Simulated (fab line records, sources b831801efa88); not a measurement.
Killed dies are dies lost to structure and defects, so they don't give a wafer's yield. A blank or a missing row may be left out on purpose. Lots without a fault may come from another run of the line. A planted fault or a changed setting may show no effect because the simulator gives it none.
Chamber matching | flow sky130 | SKY_VIA3_ETCH_14 on rie_diel-02: 4 sister chambers
The step etches BARC in N2/H2, stops on SiO2, time 45.9 s, target depth 60 nm. 4 wafers are shown with their chamber, then 8 later ones without.

WAFERS WITH THEIR CHAMBER
wafer  | chamber | drypump_motor_current_A (A)
L081.4 | 3       | 5.9
L083.5 | 1       | 6.1
L083.6 | 0       | 5.8
L086.1 | 2       | 5.4

WAFERS WITHOUT THEIR CHAMBER
wafer  | drypump_motor_current_A (A)
L086.3 | 6.1
L086.4 | 5.8
L088.3 | 5.8
L088.4 | 5.9
L088.5 | 5.5
L092.3 | 6.1
L092.4 | 5.4
L092.6 | 6.1

WHICH CHAMBER EACH WENT THROUGH
wafer  | from the rows above | in truth
L086.3 | 1                   | 1
L086.4 | 0                   | 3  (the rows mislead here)
L088.3 | 0                   | 0
L088.4 | 3                   | 3
L088.5 | 2                   | 2
L092.3 | 1                   | 1
L092.4 | 2                   | 2
L092.6 | 1                   | 1
Placed correctly: 7 of 8. Can't be placed from these rows: 0. Placed wrongly: 1.
How it was worked out, from the rows above alone: a wafer's distance from a chamber is the root of the sum, over the readings, of the square of ((its reading less the chamber's mean) divided by the reading's scatter). The wafer belongs to the nearest chamber; if the next one is less than 2 further off, it can't be placed. A chamber's mean is the mean of its shown wafers. The scatter: with one shown wafer a chamber, the root of the mean of the squares of how far each hidden wafer lies from its nearest shown one.
